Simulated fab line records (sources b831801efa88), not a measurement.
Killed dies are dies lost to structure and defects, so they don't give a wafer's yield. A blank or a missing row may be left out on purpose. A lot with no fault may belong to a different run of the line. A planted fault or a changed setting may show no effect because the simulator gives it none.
fab line records	flow gf180mcu
[record] lots = 13	wafers = 39	last-day = 34
route steps=602 shown DUAL_GATE@147 CONTACT@302 V1@336 M3@412
lots that met no fault: from a run of the same line without faults
start-h: start of the lot's first displayed wafer, in hours after the record's first day	wait-h: hours since the lot's step before	" repeats the value in the row above	L1.1+2: a single row standing in for several wafers	- no value, or no start given	* or withheld: withheld	< > ~ a bound
route shown NAME@n: NAME is a module with steps in the file, n the number in the route of the first one	usual: average and standard deviation across the fault-free wafers	same: alike in all rows	chamber/n: place in a boat	sites: readings site by site	_std_site: standard deviation across them	_edge_site: outer sites' mean less inner sites'	radius-mm: for every site, how far away it sits from the centre of the wafer	mask NAME#n: copy n	behind: the most recent tool/chamber to have shaped the wafer	hold: what put the lot on hold/how long, in hours/how the hold closed	device: transistor that didn't switch, given as n, p or np	end of line: the route-end tests of the same wafers	a step given without rows: its recipe and nothing more	killed: at the first sort, the dies lost to defects and structure; wafer yield is something else	map: a wafer's dies, x killed, . not, _ none there
set.NAME: setting as actually run; set.NAME@STEP: the setting as run at that earlier step	model.NAME: the simulator's own value behind a step, which no gauge read
one table for each step of the route and one row for each wafer, over a sample of lots
services: the hour from which a tool's chamber was out of use, counted from the record's first day as start-h (under 0 if before that day), plus the number of hours and why
[[steps]]
[step GF_DUAL_GATE_COAT_06]
[recipe] resist = NOVOLAK	spin-rpm = 3000	resist-thk-nm = 1000
[usual] spin-speed-rpm = 3000.1/1.8
lot.wafer	tool	chamber	start-h	wait-h	spin-speed-rpm
L428.3	litho-track-01	0	175.87	0.1	3003.0
L428.4	"	0	"	"	3001.9
L428.5	"	0	"	"	3000.5
L430.1	litho-track-04	0	192.87	0.1	3000.7
L430.4	"	0	"	"	2999.2
L430.6	"	0	"	"	2998.3
L431.1	litho-track-03	0	194.67	0.1	3001.1
L431.3	"	0	"	"	3000.7
L431.6	"	0	"	"	3001.0
L432.2	litho-track-03	0	197.80	0.1	2999.5
L432.3	"	0	"	"	3000.2
L432.5	"	0	"	"	3000.8
L433.2	litho-track-01	0	209.55	0.1	2999.1
L433.4	"	0	"	"	2998.7
L433.5	"	0	"	"	3001.5
L434.1	litho-track-01	0	217.67	0.1	3000.0
L434.3	"	0	"	"	3001.2
L434.4	"	0	"	"	3000.5
L435.2	litho-track-01	0	229.45	0.1	2999.2
L435.3	"	0	"	"	3000.8
L435.6	"	0	"	"	2998.8
L439.1	litho-track-04	0	248.57	0.1	2998.7
L439.2	"	0	"	"	2997.9
L439.4	"	0	"	"	2998.1
L441.1	litho-track-01	0	262.42	0.1	2580.1
L441.2	"	0	"	"	2577.5
L441.6	"	0	"	"	2579.2
L443.1	litho-track-01	0	273.12	0.1	2575.5
L443.3	"	0	"	"	2575.3
L443.5	"	0	"	"	2575.7
L447.1	litho-track-04	0	300.22	0.1	3000.7
L447.2	"	0	"	"	3001.4
L447.5	"	0	"	"	2999.1
L448.3	litho-track-04	0	307.02	0.1	3002.0
L448.4	"	0	"	"	2998.8
L448.5	"	0	"	"	2999.4
L449.1	litho-track-03	0	314.07	0.1	3002.4
L449.2	"	0	"	"	3001.2
L449.4	"	0	"	"	2998.7
[step GF_DUAL_GATE_STRIP_13]
[recipe] chemistry = O2/N2	power-w = 1400	pressure-mtorr = 1500	platen-temp-c = 250	o2-flow-sccm = 3000	n2-flow-sccm = 300	overash-fraction = 0.5
[usual] drypump-motor-current-A = 5.4/0.32	heater-power-w = 347/52	n2-flow-sccm = 300.0/0.86	oes-product-au = 0.716/0.0047	strip-time-to-endpoint-s = 12.64/0.04
lot.wafer	tool	chamber	start-h	wait-h	drypump-motor-current-A	heater-power-w	n2-flow-sccm	oes-product-au	rf-hours-counter-h	strip-time-to-endpoint-s
L428.3	plasma-asher-03	0	184.82	0.0	5.0	419	299.1	0.717	-	12.67
L428.4	"	1	"	"	5.4	325	300.6	0.717	-	12.66
L428.5	"	1	"	"	5.4	326	301.4	0.717	-	12.67
L430.1	plasma-asher-03	1	201.19	0.0	5.4	329	300.2	0.716	8	12.59
L430.4	"	0	"	"	5.0	432	299.6	0.721	-	12.56
L430.6	"	1	"	"	5.4	325	300.4	0.723	-	12.61
L431.1	plasma-asher-03	1	203.49	0.0	5.4	320	299.2	0.724	9	12.64
L431.3	"	0	"	"	5.0	434	300.2	0.721	-	12.65
L431.6	"	0	"	"	5.0	427	298.7	0.724	-	12.64
L432.2	plasma-asher-02	1	206.49	0.0	5.7	341	300.4	0.713	58	12.60
L432.3	"	1	"	"	5.8	337	298.8	0.718	-	12.63
L432.5	"	0	"	"	5.6	280	300.5	0.717	-	12.62
L433.2	plasma-asher-04	0	218.24	0.0	5.5	388	298.8	0.708	41	12.64
L433.4	"	0	"	"	5.5	392	298.9	0.721	-	12.66
L433.5	"	0	"	"	5.5	399	300.0	0.717	-	12.65
L434.1	plasma-asher-04	1	226.34	0.0	4.9	323	300.7	0.706	42	12.71
L434.3	"	1	"	"	4.9	328	300.5	0.720	-	12.73
L434.4	"	0	"	"	5.5	388	299.9	0.714	-	12.67
L435.2	plasma-asher-03	0	237.64	0.0	5.0	443	300.6	0.721	11	12.70
L435.3	"	1	"	"	5.4	338	299.6	0.713	-	12.66
L435.6	"	0	"	"	5.0	439	301.4	0.707	-	12.68
L439.1	plasma-asher-03	0	257.29	0.0	5.0	434	299.6	0.712	14	12.64
L439.2	"	1	"	"	5.4	324	301.1	0.712	14	12.63
L439.4	"	1	"	"	5.3	331	300.6	0.720	-	12.63
L441.1	plasma-asher-02	1	271.72	0.0	5.8	344	301.8	0.720	64	13.53
L441.2	"	0	"	"	5.6	285	298.8	0.716	64	13.53
L441.6	"	0	"	"	5.7	280	299.7	0.726	-	13.52
L443.1	plasma-asher-03	1	283.44	0.0	5.4	333	299.1	0.715	16	13.49
L443.3	"	1	"	"	5.4	323	299.6	0.714	-	13.45
L443.5	"	1	"	"	5.4	321	299.4	0.714	-	13.52
L447.1	plasma-asher-03	0	310.54	0.0	5.0	430	299.4	0.716	19	12.58
L447.2	"	1	"	"	5.4	328	299.9	0.718	19	12.60
L447.5	"	0	"	"	5.1	431	300.6	0.719	-	12.57
L448.3	plasma-asher-04	0	317.17	0.0	5.6	386	299.9	0.719	-	12.62
L448.4	"	1	"	"	4.9	331	302.5	0.721	-	12.60
L448.5	"	1	"	"	4.9	334	300.3	0.719	-	12.61
L449.1	plasma-asher-03	0	325.39	0.0	5.1	436	298.2	0.723	22	12.66
L449.2	"	1	"	"	5.3	315	300.4	0.720	22	12.64
L449.4	"	1	"	"	5.4	329	300.5	0.720	-	12.68
[step GF_CONTACT_OVL_MEAS_15]
[usual] CONTACT_OVL = 5/4.2
lot.wafer	tool	chamber	start-h	wait-h	CONTACT_OVL[nm]
L428.3	overlay-02	-	381.30	0.1	4
L428.4	"	-	"	"	6
L428.5	"	-	"	"	5
L431.1	overlay-02	-	400.44	0.1	4
L431.3	"	-	"	"	13
L431.6	"	-	"	"	8
L430.1	overlay-02	-	402.09	0.1	3
L430.4	"	-	"	"	7
L430.6	"	-	"	"	2
L432.2	overlay-01	-	410.30	0.1	3
L432.3	"	-	"	"	-1
L432.5	"	-	"	"	3
L433.2	overlay-01	-	423.75	0.1	-2
L433.4	"	-	"	"	-1
L433.5	"	-	"	"	0
L434.1	overlay-02	-	434.19	0.1	10
L434.3	"	-	"	"	13
L434.4	"	-	"	"	8
L435.2	overlay-02	-	447.84	0.1	6
L435.3	"	-	"	"	9
L435.6	"	-	"	"	4
L439.1	overlay-01	-	466.54	0.1	6
L439.2	"	-	"	"	14
L439.4	"	-	"	"	5
L441.1	overlay-02	-	482.63	0.1	8
L441.2	"	-	"	"	3
L441.6	"	-	"	"	-3
L443.1	overlay-02	-	495.99	0.1	5
L443.3	"	-	"	"	-5
L443.5	"	-	"	"	10
L447.1	overlay-01	-	529.54	0.1	3
L447.2	"	-	"	"	2
L447.5	"	-	"	"	3
L448.3	overlay-01	-	536.50	0.1	13
L448.4	"	-	"	"	8
L448.5	"	-	"	"	3
L449.1	overlay-01	-	545.39	0.1	11
L449.2	"	-	"	"	7
L449.4	"	-	"	"	9
[step GF_V1_THK_MEAS_01]
[recipe] reads = SiO2_of_V1_CVD_00
[usual] V1_CVD_00_THK = 599/7.1
lot.wafer	tool	chamber	start-h	wait-h	V1_CVD_00_THK[nm]
L428.3	film-metro-02	-	406.80	0.1	610
L428.4	"	-	"	"	615
L428.5	"	-	"	"	617
L431.1	film-metro-01	-	426.43	0.0	605
L431.3	"	-	"	"	599
L431.6	"	-	"	"	599
L430.1	film-metro-04	-	428.45	0.0	609
L430.4	"	-	"	"	607
L430.6	"	-	"	"	603
L432.2	film-metro-02	-	437.12	0.1	593
L432.3	"	-	"	"	599
L432.5	"	-	"	"	594
L433.2	film-metro-01	-	450.00	0.0	605
L433.4	"	-	"	"	589
L433.5	"	-	"	"	591
L434.1	film-metro-02	-	460.74	0.0	597
L434.3	"	-	"	"	603
L434.4	"	-	"	"	611
L435.2	film-metro-02	-	473.92	0.0	599
L435.3	"	-	"	"	592
L435.6	"	-	"	"	603
L439.1	film-metro-02	-	492.32	0.0	595
L439.2	"	-	"	"	594
L439.4	"	-	"	"	589
L441.1	film-metro-04	-	508.63	0.0	607
L441.2	"	-	"	"	596
L441.6	"	-	"	"	596
L443.1	film-metro-04	-	520.79	0.0	590
L443.3	"	-	"	"	607
L443.5	"	-	"	"	601
L447.1	film-metro-04	-	554.14	0.0	586
L447.2	"	-	"	"	591
L447.5	"	-	"	"	590
L448.3	film-metro-04	-	561.37	0.1	596
L448.4	"	-	"	"	593
L448.5	"	-	"	"	593
L449.1	film-metro-04	-	569.24	0.0	596
L449.2	"	-	"	"	613
L449.4	"	-	"	"	605
[step GF_M3_SPUTTER_03]
[recipe] material = Ti	target-thk-nm = 10	substrate-temp-c = 300	chamber-pressure-pa = 0.3	power-w = 3000	time-s = 6.7
[usual] throttle-valve-pct = 29.9/1.2
lot.wafer	tool	chamber	start-h	wait-h	throttle-valve-pct
L428.3	pvd-sputter-02	-	483.23	0.0	29.0
L428.4	"	-	"	"	28.2
L428.5	"	-	"	"	28.0
L431.1	pvd-sputter-02	-	503.18	0.0	29.1
L431.3	"	-	"	"	29.4
L431.6	"	-	"	"	29.5
L430.1	pvd-sputter-01	-	505.24	0.0	30.1
L430.4	"	-	"	"	28.6
L430.6	"	-	"	"	28.7
L432.2	pvd-sputter-01	-	512.86	0.0	32.0
L432.3	"	-	"	"	30.3
L432.5	"	-	"	"	28.4
L433.2	pvd-sputter-04	-	526.29	0.0	31.6
L433.4	"	-	"	"	28.9
L433.5	"	-	"	"	30.3
L434.1	pvd-sputter-01	-	536.88	0.0	28.9
L434.3	"	-	"	"	28.9
L434.4	"	-	"	"	32.0
L435.2	pvd-sputter-01	-	547.92	0.0	28.7
L435.3	"	-	"	"	32.0
L435.6	"	-	"	"	28.5
L439.1	pvd-sputter-01	-	566.39	0.0	32.1
L439.2	"	-	"	"	30.2
L439.4	"	-	"	"	29.1
L441.1	pvd-sputter-04	-	580.94	0.0	30.8
L441.2	"	-	"	"	31.6
L441.6	"	-	"	"	31.6
L443.1	pvd-sputter-01	-	591.89	0.0	30.4
L443.3	"	-	"	"	28.8
L443.5	"	-	"	"	28.5
L447.1	pvd-sputter-02	-	623.59	0.0	29.1
L447.2	"	-	"	"	29.9
L447.5	"	-	"	"	29.0
L448.3	pvd-sputter-04	-	630.67	0.0	28.6
L448.4	"	-	"	"	31.9
L448.5	"	-	"	"	30.3
L449.1	pvd-sputter-04	-	636.82	0.0	31.7
L449.2	"	-	"	"	30.6
L449.4	"	-	"	"	28.9
[[services]]
tool	chamber	start-h	hours	kind
plasma-asher-03	-	207.45	6.0	repair
litho-track-01	-	228.18	-	consumable-replace:filter
plasma-asher-02	-	239.30	5.8	repair
pvd-sputter-04	-	270.27	2.8	repair
pvd-sputter-01	1	284.29	-	consumable-replace:kit
pvd-sputter-01	1	284.29	18.0	scheduled-down
plasma-asher-04	-	311.77	3.7	repair
plasma-asher-04	-	322.44	4.5	repair
pvd-sputter-01	-	322.64	0.9	repair
pvd-sputter-01	-	349.48	6.1	repair
plasma-asher-03	-	357.01	4.4	repair
pvd-sputter-02	-	387.94	2.5	repair
pvd-sputter-01	-	395.64	3.7	repair
pvd-sputter-02	-	397.58	47.5	repair
pvd-sputter-04	-	400.24	10.6	repair
plasma-asher-03	-	417.15	16.4	repair
pvd-sputter-04	-	449.63	14.9	repair
pvd-sputter-04	-	468.49	2.4	repair
plasma-asher-04	-	518.75	2.1	repair
plasma-asher-04	-	536.85	2.8	pm
pvd-sputter-02	-	557.11	2.1	repair
pvd-sputter-01	-	563.85	2.2	repair
pvd-sputter-01	-	579.32	12.1	repair
pvd-sputter-02	-	607.57	2.9	repair
[[key]]
[first-sign] step = GF_DUAL_GATE_COAT_06	reading = spin-speed-rpm	direction = down	sigmas = 99+	usual = *	struck = *
[effect] step = GF_DUAL_GATE_STRIP_13	reading = strip-time-to-endpoint-s	direction = up	sigmas = 22	usual = *	struck = *
met-at GF_DUAL_GATE_COAT_06
struck-lots L441,L443
tester-left-out L441,L443
not-acting-at GF_CONTACT_OVL_MEAS_15,GF_V1_THK_MEAS_01,GF_M3_SPUTTER_03
onset-between 229.45 262.42
[fault] kind = process-parameter-drift	tool = litho-track-01	chamber = -	onset-h = 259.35	steps = GF_DUAL_GATE_COAT_06	channel = spin-rpm	offset = *	shape = step	end-h = 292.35	acts-in = *	stated = *
// tester-left-out: of these lots the tester's yield and bins aren't shown, on N5 and GAA mostly nor the transistor test; their killed dies are dies lost to structure and defects alone, not to doping, threshold or leakage, so they don't give the yield
